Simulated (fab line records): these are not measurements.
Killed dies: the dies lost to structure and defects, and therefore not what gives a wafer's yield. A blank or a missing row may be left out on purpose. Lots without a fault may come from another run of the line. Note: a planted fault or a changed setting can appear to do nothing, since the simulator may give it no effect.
Matching of chambers	flow sky130	rie_diel-02 running SKY_POLY_CUT_ETCH_10: 4 sister chambers
The step etches BARC in N2/H2, stops on SiO2, time 45.9 s, target depth 60 nm. 14 wafers are shown with their chamber, then 7 later ones without.

WAFERS PAIRED WITH THEIR CHAMBERS
wafer	chamber	drypump_motor_current_A (A)	throttle_valve_pct (%)	oes_product_au (a.u.)
L373.2	0	5.1	13.227	0.852
L373.3	1	5.8	13.240	0.862
L373.6	2	5.2	13.223	0.855
L376.1	0	5.1	13.221	0.864
L376.2	2	5.2	13.232	0.861
L376.3	3	5.8	13.228	0.857
L379.3	2	5.3	13.235	0.856
L379.4	1	5.8	13.229	0.856
L379.6	3	5.8	13.236	0.853
L382.2	2	5.2	13.242	0.853
L382.3	0	5.1	13.230	0.860
L382.5	2	5.2	13.214	0.856
L387.1	0	5.1	13.221	0.845
L387.3	3	5.8	13.228	0.850

SIGNATURES (means of the wafers above)
reading	chamber 0	chamber 1	chamber 2	chamber 3	scatter within a chamber
drypump_motor_current_A	5.100	5.800	5.220	5.800	0.0283
throttle_valve_pct	13.22475	13.23450	13.22920	13.23067	0.00799
oes_product_au	0.85525	0.85900	0.85620	0.85333	0.00541
Rule: a wafer's distance from a chamber is the root of the sum, over the readings, of the square of ((its reading less the chamber's mean) divided by the reading's scatter). The wafer belongs to the nearest chamber; if the next one is less than 2 further off, it can't be placed. How the scatter is found: for the shown wafers, subtract from each reading the mean of its chamber, square and add these, divide the total by (wafers less chambers), then take the root.

WAFERS WITHOUT THEIR CHAMBER
wafer	drypump_motor_current_A (A)	throttle_valve_pct (%)	oes_product_au (a.u.)
L387.5	5.3	13.227	0.850
L392.1	5.2	13.225	0.855
L392.4	5.8	13.234	0.864
L392.5	5.1	13.229	0.853
L394.4	5.9	13.214	0.865
L394.5	5.8	13.212	0.866
L394.6	5.3	13.231	0.849

THE CHAMBER EACH PASSED THROUGH
wafer	from the rows above	in truth
L387.5	2	2
L392.1	2	2
L392.4	can't be placed: 1 or 3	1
L392.5	0	0
L394.4	can't be placed: 1 or 3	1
L394.5	can't be placed: 1 or 3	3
L394.6	2	2
4 of 7 placed correctly. Cannot be placed on the basis of these rows: 3; the candidates contain the true chamber in 3. Placed wrongly: 0.
